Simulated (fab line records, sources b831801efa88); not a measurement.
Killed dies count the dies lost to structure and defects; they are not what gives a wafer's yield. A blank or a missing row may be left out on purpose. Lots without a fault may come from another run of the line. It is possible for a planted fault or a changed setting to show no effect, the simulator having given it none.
What tool caused it?	flow sky130	Sampling: 15 lots, 45 wafers, 5 of 708 route steps

== WHAT THE GAUGES SHOWED, per wafer ==
SKY_VT_ADJUST_PCH_OVL_MEAS_07.
lot	measured	on	VT_ADJUST_PCH_OVL (nm)
L844	day 10 02:59	overlay-02	-1.5 -2.1 -0.8
L845	day 11 06:18	overlay-01	2.4 0.7 -0.8
L848	day 11 12:17	overlay-02	-1.2 -1.0 -0.7
L847	day 11 14:26	overlay-01	-2.5 -1.2 0.6
L849	day 11 21:27	overlay-02	1.2 1.6 1.6
L856	day 14 00:41	overlay-02	-1.2 -0.6 -1.6
L858	day 14 19:06	overlay-02	1.7 0.3 0.5
L859	day 16 04:29	overlay-01	2.1 0.9 1.4
L861	day 16 07:27	overlay-02	0.6 0.5 -1.4
L863	day 16 12:14	overlay-01	0.3 0.1 0.7
L862	day 16 16:11	overlay-02	1.6 1.1 0.6
L864	day 16 17:46	overlay-02	0.3 -0.9 -0.3
L866	day 17 11:59	overlay-02	0.4 -0.1 1.4
L865	day 17 12:11	overlay-01	1.2 1.5 1.2
L867	day 18 04:39	overlay-02	-0.1 0.5 0.6

SKY_VT_ADJUST_PCH_TW_MEAS_10.
lot	measured	on	VT_ADJUST_PCH_TW
L844	day 10 03:17	film_metro-02	144.2 144.6 144.3
L845	day 11 06:36	film_metro-03	29.6 30.0 29.8
L848	day 11 12:34	film_metro-04	30.3 30.3 30.2
L847	day 11 14:43	film_metro-04	30.2 30.2 30.1
L849	day 11 21:44	film_metro-03	141.1 140.7 140.9
L856	day 14 00:59	film_metro-03	141.1 140.7 140.2
L858	day 14 19:23	film_metro-03	140.9 140.7 140.7
L859	day 16 04:47	film_metro-02	144.6 144.5 143.2
L861	day 16 07:45	film_metro-02	144.7 143.6 144.6
L863	day 16 12:32	film_metro-02	144.1 144.3 143.8
L862	day 16 16:28	film_metro-02	144.1 143.9 144.1
L864	day 16 18:03	film_metro-02	144.4 144.7 143.9
L866	day 17 12:17	film_metro-04	142.3 142.2 142.2
L865	day 17 12:29	film_metro-02	143.8 143.6 143.1
L867	day 18 04:56	film_metro-02	143.7 143.2 144.0

SKY_SONOS_TUNNEL_CD_MEAS_07: target cd 410 nm.
lot	measured	on	cd_nm (nm)
L844	day 11 00:04	cd_sem-01	409.4 410.7 412.2
L849	day 12 22:19	cd_sem-01	408.4 408.0 407.3
L856	day 15 03:44	cd_sem-02	408.4 406.6 407.1
L858	day 15 22:56	cd_sem-01	411.9 411.7 411.9
L859	day 17 09:14	cd_sem-01	408.8 407.8 408.5
L861	day 17 12:57	cd_sem-01	409.3 407.8 407.2
L863	day 17 17:23	cd_sem-02	406.3 405.8 409.8
L862	day 17 22:11	cd_sem-02	407.7 408.9 408.0
L864	day 17 23:26	cd_sem-01	407.2 408.8 408.8
L866	day 18 18:26	cd_sem-01	411.2 409.8 411.1
L865	day 18 18:44	cd_sem-02	409.6 412.9 411.5
L867	day 19 10:52	cd_sem-02	411.4 412.6 412.8

SKY_SONOS_ONO_THK_MEAS_01.
lot	measured	on	SONOS_ONO_OXIDATION_THK (nm)
L844	day 11 05:19	film_metro-03	2.59 2.58 2.67
L849	day 13 00:17	film_metro-04	2.61 2.65 2.64
L856	day 15 08:44	film_metro-01	2.47 2.56 2.55
L858	day 16 01:41	film_metro-01	2.53 2.57 2.54
L859	day 17 12:13	film_metro-01	2.68 2.73 2.74
L861	day 17 15:07	film_metro-03	2.55 2.59 2.65
L863	day 17 20:16	film_metro-03	2.67 2.67 2.65
L862	day 18 00:53	film_metro-03	2.63 2.57 2.60
L864	day 18 01:55	film_metro-01	2.54 2.58 2.59
L866	day 18 20:26	film_metro-04	2.69 2.66 2.60
L865	day 18 21:00	film_metro-01	2.59 2.64 2.66
L867	day 19 14:30	film_metro-04	2.68 2.72 2.69

== WHICH TOOL RAN EACH LOT (tool, then ch and the chambers of the sampled wafers, then the start) ==
lot	SKY_VT_ADJUST_PCH_IMPLANT_08
L844	implanter-04 ch 0, day 10 03:03
L845	implanter-02, day 11 06:23
L848	implanter-02, day 11 12:19
L847	implanter-04, day 11 14:28
L849	implanter-02 ch 0, day 11 21:30
L856	implanter-02 ch 0, day 14 00:44
L858	implanter-04 ch 0, day 14 19:10
L859	implanter-03 ch 0, day 16 04:32
L861	implanter-03 ch 0, day 16 07:33
L863	implanter-02 ch 0, day 16 12:17
L862	implanter-03 ch 0, day 16 16:13
L864	implanter-03 ch 0, day 16 17:50
L866	implanter-02 ch 0, day 17 12:02
L865	implanter-03 ch 0, day 17 12:14
L867	implanter-03 ch 0, day 18 04:42
- SKY_VT_ADJUST_PCH_IMPLANT_08

== AS READ BY THE TOOLS THEMSELVES (means over the sampled wafers that have a number; for cases with no such wafer, the mark the record gives instead) ==
SKY_VT_ADJUST_PCH_IMPLANT_08.
lot	tool	beam_energy_keV	beam_on_s (s)	dose_ions_cm2	faraday_current_uA
L844	implanter-04	10.000	9.88	5.006e+11	2.85
L845	implanter-02	-	-	-	-
L848	implanter-02	-	-	-	-
L847	implanter-04	-	-	-	-
L849	implanter-02	9.997	9.93	4.998e+11	2.84
L856	implanter-02	10.001	10.08	4.997e+11	2.80
L858	implanter-04	9.997	10.20	4.997e+11	2.76
L859	implanter-03	10.003	10.02	4.996e+11	2.82
L861	implanter-03	10.006	9.97	4.997e+11	2.83
L863	implanter-02	10.004	10.10	5.007e+11	2.79
L862	implanter-03	10.002	9.92	5.007e+11	2.85
L864	implanter-03	10.000	10.11	4.996e+11	2.79
L866	implanter-02	9.999	10.14	4.999e+11	2.79
L865	implanter-03	10.002	10.17	4.999e+11	2.77
L867	implanter-03	9.998	10.00	5.004e+11	2.82

== THE ANSWER, worked out from the rows above alone ==
Rule: the usual values come from the lots themselves. The widest of any qualifying gaps counts: lots, ordered by their means at a reading, are off when they make up no more than a third of the lots, leave a main group of 4 or more, and stand apart from it by 3 or more times the standard deviation of that group's means. Not used: any main group whose means are identical at the precision the tables above print for the reading. A lot without any number at a reading at which 4 lots or more have one is off too. All remaining lots with rows at the step are treated as sound. First the gauges in route order, then the tools' own readings, where a lot's mean is used as printed above. The first step at which some lot is off is used, and at that step the reading that is off furthest; a lot without a number counts as furthest.
Off: L845, L848, L847, at SKY_VT_ADJUST_PCH_TW_MEAS_10 (VT_ADJUST_PCH_TW). Mean 143.1 and standard deviation 1.4 in the main group.
A tool fits if, at a process step before that reading, it ran every lot that is off, and no sound lot after the first of them. Not tried: the gauges at SKY_VT_ADJUST_PCH_TW_MEAS_10; whatever is off there is also off at SKY_VT_ADJUST_PCH_IMPLANT_08, on other tools, and gauge error can't account for it. None of those tried fits.

== WHAT THE SIMULATOR HAD PUT IN ==
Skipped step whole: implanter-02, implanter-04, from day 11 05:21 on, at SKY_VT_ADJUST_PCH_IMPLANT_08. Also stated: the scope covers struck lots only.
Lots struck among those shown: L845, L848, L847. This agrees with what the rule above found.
